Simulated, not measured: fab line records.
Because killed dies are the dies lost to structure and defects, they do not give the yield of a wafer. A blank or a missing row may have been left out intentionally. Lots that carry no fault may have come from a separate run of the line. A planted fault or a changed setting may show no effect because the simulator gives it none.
Which tool was responsible? :: flow sky130 :: Sampling: 24 lots, 72 wafers, 4 of 708 route steps

## WHAT THE GAUGES READ, wafer by wafer
SKY_METAL1_CD_MEAS_15 targets a cd of 140 nm. Usual: cdNm reads 140.2 nm (standard deviation 1.5).
lot: L074
measured: day 32 08:56
on: cdSem-01
cdNm (nm): 139.3 139.8 137.6
flag: 

lot: L075
measured: day 33 03:41
on: cdSem-01
cdNm (nm): 141.9 143.3 141.3
flag: 

lot: L076
measured: day 33 15:13
on: cdSem-01
cdNm (nm): 139.8 139.2 139.7
flag: 

lot: L077
measured: day 34 00:29
on: cdSem-01
cdNm (nm): 138.3 138.6 138.3
flag: 

lot: L078
measured: day 34 03:54
on: cdSem-01
cdNm (nm): 139.2 139.1 139.8
flag: 

lot: L079
measured: day 34 09:41
on: cdSem-01
cdNm (nm): 138.4 138.7 138.9
flag: 

lot: L080
measured: day 34 16:42
on: cdSem-01
cdNm (nm): 141.0 141.0 141.6
flag: 

lot: L081
measured: day 35 01:43
on: cdSem-02
cdNm (nm): 139.2 139.5 140.2
flag: 

lot: L082
measured: day 35 07:33
on: cdSem-01
cdNm (nm): 141.1 140.8 141.7
flag: 

lot: L083
measured: day 35 15:43
on: cdSem-01
cdNm (nm): 136.7 137.5 136.7
flag: 

lot: L084
measured: day 36 09:18
on: cdSem-01
cdNm (nm): 136.6 137.9 138.2
flag: 

lot: L085
measured: day 36 09:38
on: cdSem-01
cdNm (nm): 139.6 140.9 141.1
flag: 

lot: L086
measured: day 36 18:53
on: cdSem-02
cdNm (nm): 140.1 140.6 140.3
flag: 

lot: L087
measured: day 37 01:41
on: cdSem-01
cdNm (nm): 140.3 140.3 140.5
flag: 

lot: L088
measured: day 37 09:59
on: cdSem-01
cdNm (nm): 141.0 141.5 139.4
flag: 

lot: L089
measured: day 37 21:38
on: cdSem-02
cdNm (nm): 140.3 139.6 141.1
flag: 

lot: L090
measured: day 38 01:04
on: cdSem-01
cdNm (nm): 141.9 141.9 142.0
flag: 

lot: L091
measured: day 38 10:05
on: cdSem-02
cdNm (nm): 141.7 141.4 142.1
flag: 

lot: L092
measured: day 38 18:23
on: cdSem-01
cdNm (nm): 140.0 140.0 138.3
flag: 

lot: L093
measured: day 38 20:26
on: cdSem-01
cdNm (nm): 141.2 142.4 141.2
flag: 

lot: L094
measured: day 39 05:08
on: cdSem-02
cdNm (nm): 141.1 142.5 141.1
flag: 

lot: L095
measured: day 39 10:41
on: cdSem-02
cdNm (nm): 140.3 140.6 140.3
flag: 

lot: L096
measured: day 39 14:30
on: cdSem-01
cdNm (nm): 141.1 141.5 141.7
flag: 

lot: L097
measured: day 40 11:49
on: cdSem-01
cdNm (nm): 140.4 141.0 141.8
flag: 

## WHICH TOOL RAN EACH LOT (tool, then ch and the chambers of the sampled wafers, then the start)
lot: L074
SKY_CONTACT_ETCH_18: rieDiel-04 ch 0,1,2, day 31 05:16 or earlier
SKY_METAL1_SPUTTER_01: pvdSputter-01, day 31 05:16
SKY_METAL1_SPUTTER_02: pvdSputter-01, day 31 05:17

lot: L075
SKY_CONTACT_ETCH_18: rieDiel-01 ch 0,3, day 32 00:08 or earlier
SKY_METAL1_SPUTTER_01: pvdSputter-01, day 32 00:08
SKY_METAL1_SPUTTER_02: pvdSputter-01, day 32 00:09

lot: L076
SKY_CONTACT_ETCH_18: rieDiel-01 ch 0,1,2, day 32 11:38 or earlier
SKY_METAL1_SPUTTER_01: pvdSputter-01, day 32 11:38
SKY_METAL1_SPUTTER_02: pvdSputter-01, day 32 11:40

lot: L077
SKY_CONTACT_ETCH_18: rieDiel-03 ch 0,1,3, day 32 21:05 or earlier
SKY_METAL1_SPUTTER_01: pvdSputter-03, day 32 21:05
SKY_METAL1_SPUTTER_02: pvdSputter-03, day 32 21:07

lot: L078
SKY_CONTACT_ETCH_18: rieDiel-04 ch 0,1,2, day 33 00:54 or earlier
SKY_METAL1_SPUTTER_01: pvdSputter-01, day 33 00:54
SKY_METAL1_SPUTTER_02: pvdSputter-01, day 33 00:55

lot: L079
SKY_CONTACT_ETCH_18: rieDiel-04 ch 1,3, day 33 06:28 or earlier
SKY_METAL1_SPUTTER_01: pvdSputter-03, day 33 06:28
SKY_METAL1_SPUTTER_02: pvdSputter-03, day 33 06:29

lot: L080
SKY_CONTACT_ETCH_18: rieDiel-04 ch 1,2,3, day 33 14:35 or earlier
SKY_METAL1_SPUTTER_01: pvdSputter-03, day 33 14:35
SKY_METAL1_SPUTTER_02: pvdSputter-03, day 33 14:37

lot: L081
SKY_CONTACT_ETCH_18: rieDiel-03 ch 1,2,3, day 33 23:33 or earlier
SKY_METAL1_SPUTTER_01: pvdSputter-02, day 33 23:33
SKY_METAL1_SPUTTER_02: pvdSputter-02, day 33 23:35

lot: L082
SKY_CONTACT_ETCH_18: rieDiel-03 ch 0,1,2, day 34 04:54 or earlier
SKY_METAL1_SPUTTER_01: pvdSputter-03, day 34 04:54
SKY_METAL1_SPUTTER_02: pvdSputter-03, day 34 04:55

lot: L083
SKY_CONTACT_ETCH_18: rieDiel-04 ch 1,3, day 34 13:11 or earlier
SKY_METAL1_SPUTTER_01: pvdSputter-02, day 34 13:11
SKY_METAL1_SPUTTER_02: pvdSputter-02, day 34 13:13

lot: L084
SKY_CONTACT_ETCH_18: rieDiel-01 ch 0,2,3, day 35 07:08 or earlier
SKY_METAL1_SPUTTER_01: pvdSputter-01, day 35 07:08
SKY_METAL1_SPUTTER_02: pvdSputter-01, day 35 07:09

lot: L085
SKY_CONTACT_ETCH_18: rieDiel-03 ch 1,2, day 35 07:26 or earlier
SKY_METAL1_SPUTTER_01: pvdSputter-02, day 35 07:26
SKY_METAL1_SPUTTER_02: pvdSputter-02, day 35 07:28

lot: L086
SKY_CONTACT_ETCH_18: rieDiel-01 ch 0,2,3, day 35 16:53 or earlier
SKY_METAL1_SPUTTER_01: pvdSputter-03, day 35 16:53
SKY_METAL1_SPUTTER_02: pvdSputter-03, day 35 16:55

lot: L087
SKY_CONTACT_ETCH_18: rieDiel-04 ch 0,1,2, day 35 23:29 or earlier
SKY_METAL1_SPUTTER_01: pvdSputter-02, day 35 23:29
SKY_METAL1_SPUTTER_02: pvdSputter-02, day 35 23:31

lot: L088
SKY_CONTACT_ETCH_18: rieDiel-01 ch 0,2,3, day 36 08:11 or earlier
SKY_METAL1_SPUTTER_01: pvdSputter-01, day 36 08:11
SKY_METAL1_SPUTTER_02: pvdSputter-01, day 36 08:13

lot: L089
SKY_CONTACT_ETCH_18: rieDiel-04 ch 1,2, day 36 18:40 or earlier
SKY_METAL1_SPUTTER_01: pvdSputter-01, day 36 18:40
SKY_METAL1_SPUTTER_02: pvdSputter-01, day 36 18:41

lot: L090
SKY_CONTACT_ETCH_18: rieDiel-03 ch 1,3, day 36 22:47 or earlier
SKY_METAL1_SPUTTER_01: pvdSputter-02, day 36 22:47
SKY_METAL1_SPUTTER_02: pvdSputter-02, day 36 22:49

lot: L091
SKY_CONTACT_ETCH_18: rieDiel-04 ch 0,1,3, day 37 07:50 or earlier
SKY_METAL1_SPUTTER_01: pvdSputter-02, day 37 07:50
SKY_METAL1_SPUTTER_02: pvdSputter-02, day 37 07:51

lot: L092
SKY_CONTACT_ETCH_18: rieDiel-03 ch 1,2,3, day 37 17:17 or earlier
SKY_METAL1_SPUTTER_01: pvdSputter-03, day 37 17:17
SKY_METAL1_SPUTTER_02: pvdSputter-03, day 37 17:19

lot: L093
SKY_CONTACT_ETCH_18: rieDiel-01 ch 0,1,3, day 37 18:40 or earlier
SKY_METAL1_SPUTTER_01: pvdSputter-02, day 37 18:40
SKY_METAL1_SPUTTER_02: pvdSputter-02, day 37 18:41

lot: L094
SKY_CONTACT_ETCH_18: rieDiel-01 ch 2,3, day 38 03:47 or earlier
SKY_METAL1_SPUTTER_01: pvdSputter-01, day 38 03:47
SKY_METAL1_SPUTTER_02: pvdSputter-01, day 38 03:49

lot: L095
SKY_CONTACT_ETCH_18: rieDiel-04 ch 1,3, day 38 09:50 or earlier
SKY_METAL1_SPUTTER_01: pvdSputter-01, day 38 09:50
SKY_METAL1_SPUTTER_02: pvdSputter-01, day 38 09:52

lot: L096
SKY_CONTACT_ETCH_18: rieDiel-04 ch 1,2, day 38 14:50 or earlier
SKY_METAL1_SPUTTER_01: pvdSputter-01, day 38 14:50
SKY_METAL1_SPUTTER_02: pvdSputter-01, day 38 14:52

lot: L097
SKY_CONTACT_ETCH_18: rieDiel-03 ch 1,2, day 39 10:34 or earlier
SKY_METAL1_SPUTTER_01: pvdSputter-01, day 39 10:34
SKY_METAL1_SPUTTER_02: pvdSputter-01, day 39 10:35
- SKY_CONTACT_ETCH_18: etches Si3N4 in CHF3/O2, stops on TiN, time 39 s, target depth 75 nm.
- SKY_METAL1_SPUTTER_01: material TiN, target thk 20 nm, time 16.7 s.
- SKY_METAL1_SPUTTER_02: material AlCu, target thk 250 nm, time 13.3 s.

## AS READ BY THE TOOLS THEMSELVES (means over the sampled wafers that have a number; for cases with no such wafer, the mark the record gives instead)
SKY_CONTACT_ETCH_18. Usual: drypumpMotorCurrentA 5.8 A, standard deviation 0.54; oesProductAu 0.857 a.u., standard deviation 0.0069; throttleValvePct 8.794 %, standard deviation 0.0091.
lot: L074
tool: rieDiel-04
drypumpMotorCurrentA (A): 5.9
oesProductAu (a.u.): 0.844
throttleValvePct (%): 8.797
flag: 

lot: L075
tool: rieDiel-01
drypumpMotorCurrentA (A): 5.7
oesProductAu (a.u.): 0.860
throttleValvePct (%): 8.798
flag: 

lot: L076
tool: rieDiel-01
drypumpMotorCurrentA (A): 6.0
oesProductAu (a.u.): 0.856
throttleValvePct (%): 8.800
flag: 

lot: L077
tool: rieDiel-03
drypumpMotorCurrentA (A): 5.9
oesProductAu (a.u.): 0.865
throttleValvePct (%): 8.794
flag: 

lot: L078
tool: rieDiel-04
drypumpMotorCurrentA (A): 5.9
oesProductAu (a.u.): 0.863
throttleValvePct (%): 8.796
flag: 

lot: L079
tool: rieDiel-04
drypumpMotorCurrentA (A): 5.4
oesProductAu (a.u.): 0.858
throttleValvePct (%): 8.798
flag: 

lot: L080
tool: rieDiel-04
drypumpMotorCurrentA (A): 5.9
oesProductAu (a.u.): 0.856
throttleValvePct (%): 8.791
flag: 

lot: L081
tool: rieDiel-03
drypumpMotorCurrentA (A): 5.7
oesProductAu (a.u.): 0.861
throttleValvePct (%): 8.782
flag: 

lot: L082
tool: rieDiel-03
drypumpMotorCurrentA (A): 5.3
oesProductAu (a.u.): 0.854
throttleValvePct (%): 8.803
flag: 

lot: L083
tool: rieDiel-04
drypumpMotorCurrentA (A): 5.7
oesProductAu (a.u.): 0.855
throttleValvePct (%): 8.795
flag: 

lot: L084
tool: rieDiel-01
drypumpMotorCurrentA (A): 6.0
oesProductAu (a.u.): 0.864
throttleValvePct (%): 8.797
flag: 

lot: L085
tool: rieDiel-03
drypumpMotorCurrentA (A): 5.1
oesProductAu (a.u.): 0.855
throttleValvePct (%): 8.796
flag: 

lot: L086
tool: rieDiel-01
drypumpMotorCurrentA (A): 6.0
oesProductAu (a.u.): 0.857
throttleValvePct (%): 8.800
flag: 

lot: L087
tool: rieDiel-04
drypumpMotorCurrentA (A): 5.9
oesProductAu (a.u.): 0.848
throttleValvePct (%): 8.794
flag: 

lot: L088
tool: rieDiel-01
drypumpMotorCurrentA (A): 6.0
oesProductAu (a.u.): 0.848
throttleValvePct (%): 8.789
flag: 

lot: L089
tool: rieDiel-04
drypumpMotorCurrentA (A): 5.6
oesProductAu (a.u.): 0.856
throttleValvePct (%): 8.797
flag: 

lot: L090
tool: rieDiel-03
drypumpMotorCurrentA (A): 6.2
oesProductAu (a.u.): 0.862
throttleValvePct (%): 8.794
flag: 

lot: L091
tool: rieDiel-04
drypumpMotorCurrentA (A): 5.7
oesProductAu (a.u.): 0.858
throttleValvePct (%): 8.790
flag: 

lot: L092
tool: rieDiel-03
drypumpMotorCurrentA (A): 5.7
oesProductAu (a.u.): 0.854
throttleValvePct (%): 8.796
flag: 

lot: L093
tool: rieDiel-01
drypumpMotorCurrentA (A): 5.7
oesProductAu (a.u.): 0.855
throttleValvePct (%): 8.789
flag: 

lot: L094
tool: rieDiel-01
drypumpMotorCurrentA (A): 6.2
oesProductAu (a.u.): 0.860
throttleValvePct (%): 8.784
flag: 

lot: L095
tool: rieDiel-04
drypumpMotorCurrentA (A): 5.4
oesProductAu (a.u.): 0.857
throttleValvePct (%): 8.797
flag: 

lot: L096
tool: rieDiel-04
drypumpMotorCurrentA (A): 6.0
oesProductAu (a.u.): 0.860
throttleValvePct (%): 8.795
flag: 

lot: L097
tool: rieDiel-03
drypumpMotorCurrentA (A): 5.2
oesProductAu (a.u.): 0.858
throttleValvePct (%): 8.795
flag: 

SKY_METAL1_SPUTTER_01. Usual: throttleValvePct reads 29.4 % (standard deviation 1.2).
lot: L074
tool: pvdSputter-01
throttleValvePct (%): 29.9
flag: 

lot: L075
tool: pvdSputter-01
throttleValvePct (%): 29.9
flag: 

lot: L076
tool: pvdSputter-01
throttleValvePct (%): 29.9
flag: 

lot: L077
tool: pvdSputter-03
throttleValvePct (%): 29.5
flag: 

lot: L078
tool: pvdSputter-01
throttleValvePct (%): 29.4
flag: 

lot: L079
tool: pvdSputter-03
throttleValvePct (%): 28.8
flag: 

lot: L080
tool: pvdSputter-03
throttleValvePct (%): 29.6
flag: 

lot: L081
tool: pvdSputter-02
throttleValvePct (%): 29.2
flag: 

lot: L082
tool: pvdSputter-03
throttleValvePct (%): 28.9
flag: 

lot: L083
tool: pvdSputter-02
throttleValvePct (%): 28.3
flag: 

lot: L084
tool: pvdSputter-01
throttleValvePct (%): 29.8
flag: 

lot: L085
tool: pvdSputter-02
throttleValvePct (%): 28.2
flag: 

lot: L086
tool: pvdSputter-03
throttleValvePct (%): 28.7
flag: 

lot: L087
tool: pvdSputter-02
throttleValvePct (%): 28.8
flag: 

lot: L088
tool: pvdSputter-01
throttleValvePct (%): 30.0
flag: 

lot: L089
tool: pvdSputter-01
throttleValvePct (%): 29.6
flag: 

lot: L090
tool: pvdSputter-02
throttleValvePct (%): 27.8
flag: 

lot: L091
tool: pvdSputter-02
throttleValvePct (%): 28.7
flag: 

lot: L092
tool: pvdSputter-03
throttleValvePct (%): 29.0
flag: 

lot: L093
tool: pvdSputter-02
throttleValvePct (%): 30.2
flag: 

lot: L094
tool: pvdSputter-01
throttleValvePct (%): 29.9
flag: 

lot: L095
tool: pvdSputter-01
throttleValvePct (%): 29.5
flag: 

lot: L096
tool: pvdSputter-01
throttleValvePct (%): 29.7
flag: 

lot: L097
tool: pvdSputter-01
throttleValvePct (%): 29.5
flag: 

SKY_METAL1_SPUTTER_02. Usual: throttleValvePct reads 29.4 % (standard deviation 1.2).
lot: L074
tool: pvdSputter-01
throttleValvePct (%): 29.9
flag: 

lot: L075
tool: pvdSputter-01
throttleValvePct (%): 29.9
flag: 

lot: L076
tool: pvdSputter-01
throttleValvePct (%): 30.0
flag: 

lot: L077
tool: pvdSputter-03
throttleValvePct (%): 29.4
flag: 

lot: L078
tool: pvdSputter-01
throttleValvePct (%): 29.5
flag: 

lot: L079
tool: pvdSputter-03
throttleValvePct (%): 28.9
flag: 

lot: L080
tool: pvdSputter-03
throttleValvePct (%): 29.6
flag: 

lot: L081
tool: pvdSputter-02
throttleValvePct (%): 29.1
flag: 

lot: L082
tool: pvdSputter-03
throttleValvePct (%): 29.1
flag: 

lot: L083
tool: pvdSputter-02
throttleValvePct (%): 28.3
flag: 

lot: L084
tool: pvdSputter-01
throttleValvePct (%): 29.7
flag: 

lot: L085
tool: pvdSputter-02
throttleValvePct (%): 28.5
flag: 

lot: L086
tool: pvdSputter-03
throttleValvePct (%): 28.6
flag: 

lot: L087
tool: pvdSputter-02
throttleValvePct (%): 28.6
flag: 

lot: L088
tool: pvdSputter-01
throttleValvePct (%): 29.9
flag: 

lot: L089
tool: pvdSputter-01
throttleValvePct (%): 29.6
flag: 

lot: L090
tool: pvdSputter-02
throttleValvePct (%): 28.0
flag: 

lot: L091
tool: pvdSputter-02
throttleValvePct (%): 28.7
flag: 

lot: L092
tool: pvdSputter-03
throttleValvePct (%): 29.1
flag: 

lot: L093
tool: pvdSputter-02
throttleValvePct (%): 30.2
flag: 

lot: L094
tool: pvdSputter-01
throttleValvePct (%): 30.2
flag: 

lot: L095
tool: pvdSputter-01
throttleValvePct (%): 29.6
flag: 

lot: L096
tool: pvdSputter-01
throttleValvePct (%): 29.5
flag: 

lot: L097
tool: pvdSputter-01
throttleValvePct (%): 29.5
flag: 

## THE ANSWER, worked out from the rows above alone
Rule: a lot counts as off when the mean over its wafers that have a number is more than 3 standard deviations away from the usual mean. Also off: a lot with no number at a reading for which 4 or more lots have one. All remaining lots with rows at the step are treated as sound. First the gauges in route order, then the tools' own readings, where a lot's mean is used as printed above. At the first step where some lot is off, the reading lying furthest off is the one used; lots without a number count as furthest.
No lot is off at any reading shown: from this, nothing can be told.

## WHAT HAD BEEN PUT IN BY THE SIMULATOR
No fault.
